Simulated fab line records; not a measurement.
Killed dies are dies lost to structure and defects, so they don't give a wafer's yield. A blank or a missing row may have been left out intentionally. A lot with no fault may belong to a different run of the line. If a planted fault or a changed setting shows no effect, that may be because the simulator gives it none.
Code-filled problem report in 8D (eight disciplines) form :: flow sky130 :: the parts of the form that need people (team, actions taken, sign-off) are left out

== 1. PROBLEM STATEMENT ==
spin speed rpm at SKY_VT_ADJUST_LVTN_COAT_13 reads a mean of 2947.9 rpm on 6 wafers of 2 lots; wafers without a fault read 3000.2 rpm with a standard deviation of 1.7. That is -31 standard deviations from the usual mean.
The step: resist thk 1140 nm.
Seen first at day 9 23:24 on litho track-04, wafer L806.2. At this step, 33 wafers from 11 lots have a number in the record. The rule behind "out" and "out of limits": a value lying over 4 standard deviations away from the usual mean. All remaining wafers that have a number are taken as sound.

== 2. WHAT IT IS, WHAT IT ISN'T ==
question: which readings at this step
is: spin speed rpm
is not: resist line temp C

question: which lots
is: L806, L807
is not: L797, L798, L799, L802, L805, L813, L817, L819, L820

question: which wafers of those lots
is: all that have a number
is not: -

question: read on which tools
is: litho track-04
is not: litho track-01, litho track-02

question: when
is: from day 9 23:24
is not: up to then (15 sound wafers); but 12 sound wafers of L813, L817, L819, L820 came after

== 3. WHAT RULES OUT EACH SUSPECT ==
Counting: any tool at a process step up to the reading is kept as a suspect provided that every lot that is out went through it and no sound lot did after the first of them.
- litho track-04 at SKY_VT_ADJUST_LVTN_COAT_13 (resist thk 1140 nm): ruled out as a lasting fault. Following L806 (day 9 23:24), the first lot on it that is out, the sound lots L820 were run on it.
Left after counting: nothing in the record.

== 4. THE CAUSE (what the simulator had put in) ==
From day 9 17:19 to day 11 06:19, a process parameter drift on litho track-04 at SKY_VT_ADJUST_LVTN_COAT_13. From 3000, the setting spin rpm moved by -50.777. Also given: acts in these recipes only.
Counting ruled it out, wrongly.

== 5. THE CHAIN OF EFFECTS, in route order ==
Each row: a reading where the mean over the struck wafers with a number is more than 3 standard deviations away from the usual. Only readings whose record carries a usual standard deviation are examined. hours: median over the lots of the time between each lot's start at the first step of this table that gives one and its start at this step. sigmas: the change, counted in usual standard deviations.
hours: 0
step: SKY_VT_ADJUST_LVTN_COAT_13
reading: spin speed rpm
usual: 3000.2 rpm
on struck wafers: 2947.9
change: -52.3
sigmas: -31
It contains these process steps:
- SKY_VT_ADJUST_LVTN_COAT_13: resist thk 1140 nm.
At these later measuring or inspecting steps, every struck wafer for which the step has a row has a number for every such reading, and none has moved that far: SKY_GATE_OXIDE_THK_MEAS_02, SKY_LDD_LDN_OVL_MEAS_07.

== 6. HOW IT WOULD HAVE BEEN CAUGHT EARLIER ==
6 hours passed between the start of the fault at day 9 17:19 and the first reading out of limits in this record, taken at day 9 23:24.
